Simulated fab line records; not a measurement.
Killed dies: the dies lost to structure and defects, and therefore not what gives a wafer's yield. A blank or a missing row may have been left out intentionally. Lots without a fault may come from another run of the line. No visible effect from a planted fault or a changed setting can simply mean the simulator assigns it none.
What tool caused it? -- flow gf180mcu -- 13 lots, 38 wafers sampled, at 5 steps of a route of 602

WHAT THE GAUGES READ, wafer by wafer
GF_CONTACT_OVL_MEAS_15. Usual: for CONTACT_OVL the level is 3 nm and the standard deviation is 7.
lot,measured,on,CONTACT_OVL (nm),flag
L730,day 16 00:09,overlay-02,5 1 12,
L731,day 16 16:18,overlay-02,13 0 6,
L732,day 16 22:05,overlay-02,-6 -4 -5,
L733,day 17 07:14,overlay-02,5 12 21,
L734,day 17 20:48,overlay-01,4 1 9,
L735,day 18 05:15,overlay-02,6 15 -4,
L736,day 18 11:59,overlay-02,14 2 -8,
L737,day 18 21:02,overlay-02,7 3 10,
L738,day 19 08:00,overlay-01,1 -2 3,
L741,day 20 07:41,overlay-01,4 -10 -5,
L742,day 20 19:12,overlay-01,14 9 12,
L743,day 21 01:23,overlay-01,8 6 2,
L751,day 23 22:30,overlay-02,-4 1,

GF_CONTACT_RS_MEAS_25: the measuring method here is four-point-probe. Usual: for CONTACT_W_RS the level is 0.386 ohm/sq and the standard deviation is 0.0045.
lot,measured,on,CONTACT_W_RS (ohm/sq),flag
L730,day 16 00:52,film_metro-04,0.396 0.393 0.392,
L731,day 16 17:01,film_metro-01,0.391 0.393 0.391,
L732,day 16 22:47,film_metro-04,0.398 0.392 0.395,
L733,day 17 07:57,film_metro-03,0.388 0.387 0.383,
L734,day 17 21:30,film_metro-01,0.384 0.387 0.382,
L735,day 18 05:57,film_metro-03,0.390 0.394 0.388,
L736,day 18 12:42,film_metro-01,0.382 0.382 0.384,
L737,day 18 21:45,film_metro-04,0.389 0.385 0.387,
L738,day 19 08:41,film_metro-03,0.387 0.385 0.391,
L741,day 20 08:24,film_metro-03,0.391 0.392 0.386,
L742,day 20 19:54,film_metro-04,0.383 0.386 0.385,
L743,day 21 02:05,film_metro-03,0.394 0.392 0.395,
L751,day 23 23:16,film_metro-01,0.387 0.474,OFF

GF_CONTACT_THK_MEAS_26: measures by xrf. Usual: for CONTACT_W_THK the level is 295 nm and the standard deviation is 4.7.
lot,measured,on,CONTACT_W_THK (nm),flag
L730,day 16 00:59,film_metro-04,287 289 287,
L731,day 16 17:07,film_metro-01,295 296 296,
L732,day 16 22:55,film_metro-04,284 289 287,
L733,day 17 08:04,film_metro-03,294 295 297,
L734,day 17 21:37,film_metro-01,299 297 302,
L735,day 18 06:04,film_metro-03,291 287 292,
L736,day 18 12:49,film_metro-01,302 301 300,
L737,day 18 21:52,film_metro-04,291 299 294,
L738,day 19 08:49,film_metro-03,296 296 293,
L741,day 20 08:31,film_metro-03,291 290 295,
L742,day 20 20:01,film_metro-04,296 294 295,
L743,day 21 02:12,film_metro-03,287 290 288,
L751,day 23 23:21,film_metro-01,298 244,OFF

WHICH TOOL RAN EACH LOT (tool, then ch and the chambers of the sampled wafers, then the start)
lot,GF_SALICIDE_SPUTTER_02,GF_CONTACT_CVD_24
L730,"pvd_sputter-03, day 15 02:30","cvd_w-02 ch 0,1, day 16 00:45"
L731,"pvd_sputter-04, day 15 16:29","cvd_w-02 ch 0,1, day 16 16:53"
L732,"pvd_sputter-01, day 15 22:06","cvd_w-02 ch 1, day 16 22:41"
L733,"pvd_sputter-04, day 16 06:37","cvd_w-01 ch 0,1, day 17 07:51"
L734,"pvd_sputter-01, day 16 20:31","cvd_w-02 ch 0,1, day 17 21:24"
L735,"pvd_sputter-04, day 17 04:44","cvd_w-02 ch 0,1, day 18 05:51"
L736,"pvd_sputter-03, day 17 11:37","cvd_w-01 ch 0,1, day 18 12:35"
L737,"pvd_sputter-04, day 17 19:22","cvd_w-02 ch 0,1, day 18 21:39"
L738,"pvd_sputter-01, day 18 06:16","cvd_w-01 ch 0,1, day 19 08:35"
L741,"pvd_sputter-01, day 19 06:01","cvd_w-01 ch 0,1, day 20 08:17"
L742,"pvd_sputter-03, day 19 17:50","cvd_w-02 ch 0,1, day 20 19:48"
L743,"pvd_sputter-03, day 19 23:53","cvd_w-01 ch 1, day 21 01:59"
L751,"pvd_sputter-04, day 22 23:01","cvd_w-02 ch 0,1, day 23 23:10"
- GF_SALICIDE_SPUTTER_02: material Co, target thk 10 nm, time 20 s.
- GF_CONTACT_CVD_24: deposits W, target thk 300 nm, time 90.339 s.

AS READ BY THE TOOLS THEMSELVES (means over the sampled wafers that have a number; for cases with no such wafer, the mark the record gives instead)
GF_SALICIDE_SPUTTER_02. Usual: throttle_valve_pct at 30.1 %, with a standard deviation of 0.78.
lot,tool,throttle_valve_pct (%),flag
L730,pvd_sputter-03,29.9,
L731,pvd_sputter-04,30.7,
L732,pvd_sputter-01,29.9,
L733,pvd_sputter-04,30.1,
L734,pvd_sputter-01,29.5,
L735,pvd_sputter-04,30.4,
L736,pvd_sputter-03,30.2,
L737,pvd_sputter-04,29.9,
L738,pvd_sputter-01,29.8,
L741,pvd_sputter-01,30.0,
L742,pvd_sputter-03,30.3,
L743,pvd_sputter-03,29.5,
L751,pvd_sputter-04,30.2,

GF_CONTACT_CVD_24. Usual: heater_power_w 805 W, standard deviation 74; susceptor_temp_C 400.01 C, standard deviation 0.22.
lot,tool,heater_power_w (W),susceptor_temp_C (C),flag
L730,cvd_w-02,802,399.73,
L731,cvd_w-02,804,399.98,
L732,cvd_w-02,808,400.04,
L733,cvd_w-01,818,400.24,
L734,cvd_w-02,773,400.22,
L735,cvd_w-02,755,399.84,
L736,cvd_w-01,881,399.97,
L737,cvd_w-02,763,400.01,
L738,cvd_w-01,827,399.98,
L741,cvd_w-01,859,399.99,
L742,cvd_w-02,768,399.72,
L743,cvd_w-01,756,400.08,
L751,cvd_w-02,768,399.66,

THE ANSWER, worked out from the rows above alone
Rule: take the mean of a lot's wafers that have a number; if it is more than 3 standard deviations from the usual mean, the lot is off. A lot without any number at a reading at which 4 lots or more have one is off too. Any other lot the step has rows for is counted as sound. Order of review: gauges by route order, followed by the tools' own readings, for which a lot's mean as printed above is used. At the first step where some lot is off, the reading lying furthest off is the one used; lots without a number count as furthest.
Off: L751, at GF_CONTACT_RS_MEAS_25 (CONTACT_W_RS).
If a tool, at a process step before that reading, ran all the lots that are off and no sound lot after the first of them, it fits. The gauges at GF_CONTACT_RS_MEAS_25 are tried like those tools. Can't be told from this: 3 tools fit, pvd_sputter-04 at GF_SALICIDE_SPUTTER_02, cvd_w-02 at GF_CONTACT_CVD_24, film_metro-01 at GF_CONTACT_RS_MEAS_25.

WHAT HAD BEEN PUT IN BY THE SIMULATOR
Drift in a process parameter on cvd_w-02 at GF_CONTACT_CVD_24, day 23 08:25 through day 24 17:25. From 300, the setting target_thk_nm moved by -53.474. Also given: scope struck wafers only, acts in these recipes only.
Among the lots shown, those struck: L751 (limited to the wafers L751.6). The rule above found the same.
